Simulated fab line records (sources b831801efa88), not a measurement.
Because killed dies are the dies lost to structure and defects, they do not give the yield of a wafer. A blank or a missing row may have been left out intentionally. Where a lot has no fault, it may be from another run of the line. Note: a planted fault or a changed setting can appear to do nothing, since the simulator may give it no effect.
Matching of chambers || flow sky130 || cmp-01 running SKY_VIA2_CMP_02: 4 sister chambers
The step polishes SiO2. 4 wafers are shown with their chamber, then 12 later ones without.

== WAFERS WITH THEIR CHAMBER ==
{"wafer": "L091.1", "chamber": 0, "motor_current_A (A)": 12.7}
{"wafer": "L091.5", "chamber": 2, "motor_current_A (A)": 13.8}
{"wafer": "L093.1", "chamber": 3, "motor_current_A (A)": 12.8}
{"wafer": "L093.5", "chamber": 1, "motor_current_A (A)": 13.4}

== WAFERS WITHOUT THEIR CHAMBER ==
{"wafer": "L092.1", "motor_current_A (A)": 12.6}
{"wafer": "L092.3", "motor_current_A (A)": 13.6}
{"wafer": "L092.4", "motor_current_A (A)": 13.5}
{"wafer": "L094.1", "motor_current_A (A)": 12.2}
{"wafer": "L094.4", "motor_current_A (A)": 12.2}
{"wafer": "L094.6", "motor_current_A (A)": 13.8}
{"wafer": "L095.1", "motor_current_A (A)": 12.0}
{"wafer": "L095.4", "motor_current_A (A)": 13.6}
{"wafer": "L095.5", "motor_current_A (A)": 11.5}
{"wafer": "L097.1", "motor_current_A (A)": 13.3}
{"wafer": "L097.3", "motor_current_A (A)": 12.1}
{"wafer": "L097.5", "motor_current_A (A)": 13.9}

== THE CHAMBER EACH PASSED THROUGH ==
{"wafer": "L092.1", "from the rows above": "can't be placed: 0 or 3 or 1", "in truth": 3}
{"wafer": "L092.3", "from the rows above": "can't be placed: 1 or 2 or 3 or 0", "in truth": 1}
{"wafer": "L092.4", "from the rows above": "can't be placed: 1 or 2 or 3 or 0", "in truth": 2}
{"wafer": "L094.1", "from the rows above": "can't be placed: 0 or 3 or 1", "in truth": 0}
{"wafer": "L094.4", "from the rows above": "can't be placed: 0 or 3 or 1", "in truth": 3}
{"wafer": "L094.6", "from the rows above": "can't be placed: 2 or 1", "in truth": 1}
{"wafer": "L095.1", "from the rows above": "can't be placed: 0 or 3 or 1", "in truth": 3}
{"wafer": "L095.4", "from the rows above": "can't be placed: 1 or 2 or 3 or 0", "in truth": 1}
{"wafer": "L095.5", "from the rows above": "can't be placed: 0 or 3 or 1", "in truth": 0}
{"wafer": "L097.1", "from the rows above": "can't be placed: 1 or 2 or 3 or 0", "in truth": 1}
{"wafer": "L097.3", "from the rows above": "can't be placed: 0 or 3 or 1", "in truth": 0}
{"wafer": "L097.5", "from the rows above": "can't be placed: 2 or 1", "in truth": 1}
Correctly placed: 0 of 12. From these rows, 12 cannot be placed; in 12 the true chamber is one of the candidates. 0 placed wrongly.
How it was worked out, from the rows above alone: a wafer's distance from a chamber is the root of the sum, over the readings, of the square of ((its reading less the chamber's mean) divided by the reading's scatter). The wafer belongs to the nearest chamber; if the next one is less than 2 further off, it can't be placed. The mean given for a chamber averages the wafers shown for that chamber. The scatter: with one shown wafer a chamber, the root of the mean of the squares of how far each hidden wafer lies from its nearest shown one.
